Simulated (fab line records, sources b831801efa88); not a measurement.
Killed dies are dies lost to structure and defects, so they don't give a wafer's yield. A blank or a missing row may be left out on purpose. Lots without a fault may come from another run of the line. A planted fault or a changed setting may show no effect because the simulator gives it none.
Chamber matching | flow gf180mcu | GF_V4_ETCH_16 on rie_diel-02: 4 sister chambers
The step etches BARC in N2/H2. 20 wafers are shown with their chamber, then 10 later ones without.

WAFERS WITH THEIR CHAMBER
wafer  | chamber | drypump_motor_current_A (A) | rf_fwd_power_W (W) | oes_product_au (a.u.)
L074.3 | 0       | 6.0                         | 494.2              | 0.849
L074.5 | 1       | 5.7                         | 497.5              | 0.854
L074.6 | 0       | 6.0                         | 497.7              | 0.857
L075.1 | 3       | 4.7                         | 494.0              | 0.856
L075.5 | 3       | 4.8                         | 496.6              | 0.855
L075.6 | 0       | 6.0                         | 495.9              | 0.857
L076.1 | 1       | 5.7                         | 497.3              | 0.866
L076.4 | 3       | 4.7                         | 496.3              | 0.851
L076.6 | 2       | 5.5                         | 494.2              | 0.860
L078.1 | 3       | 4.7                         | 494.8              | 0.850
L078.2 | 1       | 5.7                         | 495.1              | 0.853
L078.3 | 2       | 5.5                         | 495.7              | 0.852
L081.1 | 0       | 6.0                         | 493.6              | 0.865
L081.5 | 2       | 5.5                         | 497.3              | 0.863
L081.6 | 1       | 5.7                         | 497.5              | 0.861
L082.1 | 1       | 5.7                         | 497.8              | 0.854
L082.3 | 2       | 5.5                         | 497.8              | 0.853
L082.5 | 0       | 6.0                         | 493.8              | 0.855
L083.3 | 3       | 4.8                         | 494.7              | 0.852
L083.5 | 0       | 6.0                         | 495.3              | 0.852

SIGNATURES (means of the wafers above)
reading                 | chamber 0 | chamber 1 | chamber 2 | chamber 3 | scatter within a chamber
drypump_motor_current_A | 6.000     | 5.700     | 5.500     | 4.740     | 0.0274
rf_fwd_power_W          | 495.083   | 497.040   | 496.250   | 495.280   | 1.37
oes_product_au          | 0.85583   | 0.85760   | 0.85700   | 0.85280   | 0.00494
Rule: a wafer's distance from a chamber is the root of the sum, over the readings, of the square of ((its reading less the chamber's mean) divided by the reading's scatter). The wafer belongs to the nearest chamber; if the next one is less than 2 further off, it can't be placed. The scatter: the root of (the sum of the squares of (reading less its chamber's mean) over the shown wafers, divided by (wafers less chambers)).

WAFERS WITHOUT THEIR CHAMBER
wafer  | drypump_motor_current_A (A) | rf_fwd_power_W (W) | oes_product_au (a.u.)
L083.6 | 4.7                         | 495.0              | 0.854
L087.1 | 6.0                         | 494.8              | 0.856
L087.4 | 4.7                         | 497.8              | 0.858
L087.6 | 4.8                         | 495.6              | 0.860
L092.1 | 5.5                         | 495.2              | 0.847
L092.3 | 4.8                         | 496.6              | 0.856
L092.6 | 4.7                         | 493.5              | 0.850
L091.2 | 6.0                         | 495.1              | 0.858
L091.5 | 5.5                         | 496.8              | 0.851
L091.6 | 4.7                         | 493.1              | 0.856

WHICH CHAMBER EACH WENT THROUGH
wafer  | from the rows above | in truth
L083.6 | 3                   | 3
L087.1 | 0                   | 0
L087.4 | 3                   | 3
L087.6 | 3                   | 3
L092.1 | 2                   | 2
L092.3 | 3                   | 3
L092.6 | 3                   | 3
L091.2 | 0                   | 0
L091.5 | 2                   | 2
L091.6 | 3                   | 3
Placed correctly: 10 of 10. Can't be placed from these rows: 0. Placed wrongly: 0.
